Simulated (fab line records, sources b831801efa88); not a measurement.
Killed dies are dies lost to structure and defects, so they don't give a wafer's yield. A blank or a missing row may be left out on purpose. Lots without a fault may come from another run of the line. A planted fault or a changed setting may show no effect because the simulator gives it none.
fab line records | flow sky130
record lots=5 wafers=15 last_day=49
route steps=708 shown CAPM@543
lots that met no fault: from a run of the same line without faults
start_h: hours from the record's first day to the start of the lot's first wafer shown | wait_h: hours since the lot's step before | " the same as in the row above | L1.1+2: a row that stands for several wafers | - no value, or no start given | * or withheld: withheld | < > ~ a bound
route shown NAME@n: a module of which the file shows steps, and the number in the route of the first | usual: mean/standard deviation of fault-free wafers | same: alike in all rows | chamber/n: place in a boat | sites: the reading at each site | _std_site: their standard deviation | _edge_site: outer sites' mean less inner sites' | radius_mm: how far each site lies from the wafer's centre | mask NAME#n: copy n | behind: the tool/chamber that last shaped the wafer | hold: why the lot was held/for how many hours/how that ended | device: the transistor (n, p or np) that didn't switch | end of line: the same wafers' tests at the end of the route | a step without rows: its recipe alone | killed: dies lost to structure and defects at the first sort, not the wafer's yield | map: a wafer's dies, x killed, . not, _ none there
set.NAME: the setting as run; set.NAME@STEP: as run at that earlier step | model.NAME: the simulator's own value behind a step, which no gauge read
lots at some steps of the route; a table a step, a row a wafer
services: from which hour (start_h, from the record's first day; less than 0 if before it) a tool's chamber was out of use, for how many hours, and why
## steps
# step SKY_CAPM_HMDS_06
# recipe prime_time_s=60 prime_temp_c=120
# usual exhaust_pa=44.9/0.91
# columns lot.wafer tool chamber start_h wait_h exhaust_pa
L074.1 litho_track-03 0 850.61 0.1 46.7
L074.3 " 0 " " 44.0
L074.4 " 0 " " 46.5
L077.3 litho_track-03 0 874.71 0.1 44.3
L077.5 " 0 " " 44.4
L077.6 " 0 " " 45.3
L083.1 litho_track-03 0 927.26 0.1 44.5
L083.4 " 0 " " 44.8
L083.6 " 0 " " 46.0
L089.1 litho_track-02 0 966.97 0.1 44.1
L089.4 " 0 " " 42.7
L089.5 " 0 " " 43.5
L094.3 litho_track-03 0 996.11 0.1 46.0
L094.5 " 0 " " 46.4
L094.6 " 0 " " 45.2
# step SKY_CAPM_COAT_07
# recipe resist=NOVOLAK spin_rpm=3000 resist_thk_nm=1140
# usual exhaust_pa=45.0/0.77
# columns lot.wafer tool chamber start_h wait_h exhaust_pa
L074.1 litho_track-03 0 850.76 0.1 43.8
L074.3 " 0 " " 44.9
L074.4 " 0 " " 44.4
L077.3 litho_track-03 0 874.86 0.1 46.2
L077.5 " 0 " " 44.6
L077.6 " 0 " " 45.1
L083.1 litho_track-03 0 927.41 0.1 45.5
L083.4 " 0 " " 45.1
L083.6 " 0 " " 45.3
L089.1 litho_track-02 0 967.12 0.1 45.0
L089.4 " 0 " " 44.1
L089.5 " 0 " " 44.7
L094.3 litho_track-03 0 996.26 0.1 45.1
L094.5 " 0 " " 45.0
L094.6 " 0 " " 45.3
# step SKY_CAPM_SOFTBAKE_08
# recipe temp_c=90 time_s=60 resist=NOVOLAK
# usual exhaust_pa=45.0/0.87
# columns lot.wafer tool chamber start_h wait_h exhaust_pa
L074.1 litho_track-03 0 850.91 0.1 44.8
L074.3 " 0 " " 44.9
L074.4 " 0 " " 44.8
L077.3 litho_track-03 0 875.01 0.1 46.1
L077.5 " 0 " " 45.1
L077.6 " 0 " " 44.1
L083.1 litho_track-03 0 927.56 0.1 44.6
L083.4 " 0 " " 44.7
L083.6 " 0 " " 44.3
L089.1 litho_track-02 0 967.27 0.1 45.9
L089.4 " 0 " " 45.5
L089.5 " 0 " " 46.9
L094.3 litho_track-03 0 996.41 0.1 44.7
L094.5 " 0 " " 46.5
L094.6 " 0 " " 45.1
# step SKY_CAPM_EXPOSE_09
# recipe mask_id=CAPM na=0.6 source_shape=conventional sigma_outer=0.6 polarization=unpolarized target_cd_nm=1000 dose_mj=159
# same na=0.6
# columns lot.wafer tool chamber start_h wait_h mask
L074.1+3+4 iline_stepper-02 0 - - CAPM#0
L077.3+5+6 iline_stepper-02 0 - - CAPM#0
L083.1+4+6 iline_stepper-02 0 - - CAPM#0
L089.1+4+5 iline_stepper-01 0 - - CAPM#0
L094.3+5+6 iline_stepper-02 0 - - CAPM#0
# step SKY_CAPM_PEB_10
# recipe temp_c=withheld time_s=* resist=NOVOLAK
# usual exhaust_pa=45.1/0.84
# columns lot.wafer tool chamber start_h wait_h exhaust_pa
L074.1 litho_track-02 0 - - 44.1
L074.3 " 0 " " 45.5
L074.4 " 0 " " 44.4
L077.3 litho_track-02 0 - - 45.1
L077.5 " 0 " " 44.5
L077.6 " 0 " " 45.4
L083.1 litho_track-02 0 - - 44.4
L083.4 " 0 " " 45.5
L083.6 " 0 " " 45.9
L089.1 litho_track-03 0 - - 45.4
L089.4 " 0 " " 45.6
L089.5 " 0 " " 44.5
L094.3 litho_track-03 0 - - 44.5
L094.5 " 0 " " 44.0
L094.6 " 0 " " 44.2
# step SKY_CAPM_DEVELOP_11
# recipe resist=NOVOLAK developer=TMAH develop_time_s=60 dev_temp_c=23
# usual exhaust_pa=45.0/0.78
# columns lot.wafer tool chamber start_h wait_h exhaust_pa
L074.1 litho_track-02 0 862.87 0.1 45.2
L074.3 " 0 " " 45.6
L074.4 " 0 " " 45.5
L077.3 litho_track-02 0 887.57 0.1 44.1
L077.5 " 0 " " 43.9
L077.6 " 0 " " 44.4
L083.1 litho_track-02 0 939.92 0.1 43.3
L083.4 " 0 " " 43.8
L083.6 " 0 " " 43.7
L089.1 litho_track-03 0 979.11 0.1 44.3
L089.4 " 0 " " 45.1
L089.5 " 0 " " 45.8
L094.3 litho_track-03 0 1007.16 0.1 44.5
L094.5 " 0 " " 47.2
L094.6 " 0 " " 45.1
# step SKY_CAPM_OVL_MEAS_12
# usual CAPM_OVL=0.5/1.5
# columns lot.wafer tool chamber start_h wait_h CAPM_OVL[nm]
L074.1 overlay-01 - 863.02 0.1 1.8
L074.3 " - " " -2.3
L074.4 " - " " -1.6
L077.3 overlay-01 - 887.68 0.1 -0.3
L077.5 " - " " -0.4
L077.6 " - " " -2.8
L083.1 overlay-01 - 940.07 0.1 0.6
L083.4 " - " " 0.1
L083.6 " - " " 0.4
L089.1 overlay-02 - 979.26 0.1 -0.5
L089.4 " - " " -0.7
L089.5 " - " " -1.4
L094.3 overlay-02 - 1007.28 0.1 2.1
L094.5 " - " " 0.5
L094.6 " - " " 1.7
# step SKY_CAPM_METAL_ETCH_13
# recipe target_depth_nm=220 stop_on=SiO2 chemistry=Cl2/BCl3 target=TiN pressure_mtorr=10 icp_w=900 bias_w=48.5 Cl2_flow_sccm=60 bcl3_flow_sccm=30 time_s=62.9
# usual bias_w=48.52/0.12 drypump_motor_current_A=5.9/0.47 oes_product_au=0.939/0.0078 rf_fwd_power_W=894.1/2.7 throttle_valve_pct=21.904/0.011
# columns lot.wafer tool chamber start_h wait_h bias_w drypump_motor_current_A oes_product_au rf_fwd_power_W rf_hours_counter_h throttle_valve_pct
L074.1 rie_metal-03 1 863.06 0.0 48.54 6.2 0.930 894.5 3 21.918
L074.3 " 0 " " 48.44 5.5 0.937 895.1 - 21.918
L074.4 " 1 " " 48.45 6.2 0.941 891.0 - 21.914
L077.3 rie_metal-03 0 887.73 0.0 48.41 5.6 0.938 894.6 - 21.913
L077.5 " 1 " " 48.82 6.2 0.944 893.5 - 21.912
L077.6 " 0 " " 48.44 5.5 0.930 889.4 - 21.905
L083.1 rie_metal-03 0 940.11 0.0 48.51 5.5 0.953 891.1 11 21.883
L083.4 " 0 " " 48.47 5.6 0.955 892.1 - 21.892
L083.6 " 1 " " 48.61 6.2 0.956 895.5 - 21.904
L089.1 rie_metal-01 0 979.30 0.0 48.48 6.3 0.932 894.8 7 21.923
L089.4 " 0 " " 48.56 6.3 0.939 890.4 - 21.903
L089.5 " 1 " " 48.47 6.5 0.931 896.5 - 21.917
L094.3 rie_metal-03 0 1007.33 0.0 48.62 5.5 0.948 898.4 - 21.905
L094.5 " 0 " " 48.65 5.6 0.945 900.0 - 21.902
L094.6 " 1 " " 48.57 6.2 0.946 898.4 - 21.890
# step SKY_CAPM_STRIP_14
# recipe chemistry=O2/N2 power_w=1400 pressure_mtorr=1500 platen_temp_c=withheld o2_flow_sccm=3000 n2_flow_sccm=300 overash_fraction=0.5
# usual drypump_motor_current_A=5.5/0.54 oes_product_au=0.710/0.0043 strip_time_to_endpoint_s=12.66/0.049
# columns lot.wafer tool chamber start_h wait_h drypump_motor_current_A oes_product_au rf_hours_counter_h strip_time_to_endpoint_s
L074.1 plasma_asher-04 0 863.13 0.1 4.7 0.708 43 12.71
L074.3 " 0 " " 4.7 0.713 - 12.59
L074.4 " 1 " " 5.8 0.714 - 12.66
L077.3 plasma_asher-01 0 887.82 0.1 5.7 0.710 - 12.54
L077.5 " 1 " " 5.0 0.712 - 12.57
L077.6 " 0 " " 5.6 0.703 - 12.59
L083.1 plasma_asher-04 1 940.18 0.1 5.8 0.704 50 12.61
L083.4 " 1 " " 5.8 0.710 - 12.55
L083.6 " 0 " " 4.7 0.707 - 12.66
L089.1 plasma_asher-01 1 979.38 0.1 5.0 0.718 122 12.60
L089.4 " 0 " " 5.6 0.711 - 12.58
L089.5 " 1 " " 5.0 0.705 - 12.67
L094.3 plasma_asher-01 0 1007.41 0.1 5.7 0.709 - 12.66
L094.5 " 1 " " 5.0 0.702 - 12.62
L094.6 " 0 " " 5.7 0.703 - 12.70
# step SKY_CAPM_STRIP_15
# recipe chemistry=post_etch_residue_remover time_s=1200 temp_c=72.5
# columns lot.wafer tool chamber start_h wait_h
L074.1+3+4 wet_bench-03 3 863.23 0.1
L077.3+5+6 wet_bench-04 2 887.88 0.0
L083.1+4+6 wet_bench-04 2 940.28 0.1
L089.1+4+5 wet_bench-04 2 979.48 0.1
L094.3+5+6 wet_bench-01 0 1007.48 0.0
# step SKY_CAPM_CLEAN_16
# recipe chemistry=IPA time_s=180 temp_c=25
# columns lot.wafer tool chamber start_h wait_h
L074.1+3+4 wet_bench-04 0 863.58 0.0
L077.3+5+6 wet_bench-01 2 888.63 0.0
L083.1+4+6 wet_bench-01 3 940.63 0.0
L089.1+4+5 wet_bench-01 1 979.82 0.0
L094.3+5+6 wet_bench-04 2 1007.85 0.0
## services
# columns tool chamber start_h hours kind
rie_metal-01 0 829.44 - clean
rie_metal-01 0 829.44 12.8 scheduled_down
rie_metal-01 0 829.44 12.8 vent_cycle
iline_stepper-01 - 830.02 1.7 pm
iline_stepper-02 0 847.61 - calibration
plasma_asher-04 - 869.92 5.3 repair
wet_bench-03 - 936.82 4.1 repair
rie_metal-01 - 959.68 2.8 pm
iline_stepper-02 - 963.42 23.1 repair
rie_metal-03 - 983.41 4.6 repair
iline_stepper-02 - 986.51 1.7 pm
rie_metal-03 - 988.02 2.8 pm
iline_stepper-02 - 1000.73 7.3 repair
plasma_asher-01 - 1005.56 1.4 repair
## key
fault none
